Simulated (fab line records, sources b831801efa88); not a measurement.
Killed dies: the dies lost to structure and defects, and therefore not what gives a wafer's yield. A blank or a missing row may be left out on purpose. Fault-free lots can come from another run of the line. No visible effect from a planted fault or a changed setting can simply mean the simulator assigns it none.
The same fault as seen by 2 desks + flow sky130 + numbers are kept per desk, each desk with only its own; the story behind them comes last

METROLOGY DESK
What the gauges read, lot by lot, whatever tool the lot ran on: means of the sampled wafers that have a number. Any lot whose mean is over 4 standard deviations away from the usual mean is out of limits and marked OUT; that distance is given in the brackets.
Columns: A = VIA3_OVL at SKY_VIA3_OVL_MEAS_13, usual -4 nm; B = CAP2M_TIN_RS at SKY_CAP2M_RS_MEAS_03, usual 6.88 ohm/sq; C = CAP2M_TIN_THK at SKY_CAP2M_THK_MEAS_04, usual 200.0 nm
| lot  | first seen here | A   | B              | C               |
|------|-----------------|-----|----------------|-----------------|
| L393 | day 40 03:25    | 10  | 6.93           | 197.8           |
| L392 | day 40 04:29    | -1  | 7.00           | 195.6           |
| L395 | day 40 15:28    | -6  | 6.90           | 200.2           |
| L398 | day 42 11:57    | -3  | 6.90           | 199.1           |
| L404 | day 44 03:02    | -13 | 6.92           | 199.1           |
| L403 | day 44 09:59    | 1   | 6.91           | 198.9           |
| L406 | day 44 17:23    | -9  | 5.74 (-15) OUT | 263.5 (+25) OUT |
| L410 | day 45 03:18    | -3  | 6.73           | 204.6           |
| L412 | day 45 12:40    | -2  | 6.93           | 198.9           |
| L415 | day 46 04:05    | -4  | 6.73           | 203.2           |
Per this desk, out of limits: L406; the first was L406, day 44 19:08 (CAP2M_TIN_RS at SKY_CAP2M_RS_MEAS_03). Within limits: L393, L392, L395, L398, L404, L403, L410, L412, L415.

FOR THE TOOL OWNER'S DESK: pvdSputter-03
At SKY_CAP2M_SPUTTER_02 (material TiN, target thk 200 nm, time 166.7 s) the tool's own readings: per lot run on this tool, the mean of the sampled wafers that have a number. Any lot whose mean is over 4 standard deviations away from the usual mean is out of limits and marked OUT; that distance is given in the brackets.
Columns: A = chamberPressurePa at SKY_CAP2M_SPUTTER_02, usual 0.3999 Pa; B = throttleValvePct at SKY_CAP2M_SPUTTER_02, usual 29.8 %
| lot  | first seen here | A      | B    |
|------|-----------------|--------|------|
| L392 | day 40 06:18    | 0.4001 | 29.1 |
| L398 | day 42 13:34    | 0.3996 | 29.1 |
| L403 | day 44 11:37    | 0.3993 | 29.6 |
| L406 | day 44 19:01    | 0.4006 | 29.6 |
This desk's verdict: no lot among the 4 shows anything out of limits.

PUT TOGETHER
An alarm was possible from the metrology desk at day 44 19:08, on L406.
Nothing out of limits was seen by the tool owner's desk.
On record at the tool owner's desk: L406, within its limits.
Of the lots named, all ran SKY_CAP2M_SPUTTER_02 on pvdSputter-03.

WHAT WAS PUT IN BY THE SIMULATOR
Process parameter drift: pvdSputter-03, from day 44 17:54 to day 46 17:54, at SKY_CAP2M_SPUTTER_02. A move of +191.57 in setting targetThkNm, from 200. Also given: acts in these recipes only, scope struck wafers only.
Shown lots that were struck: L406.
Time in hours between the start of the fault and the first out-of-limits reading at each desk: metrology desk, 1.
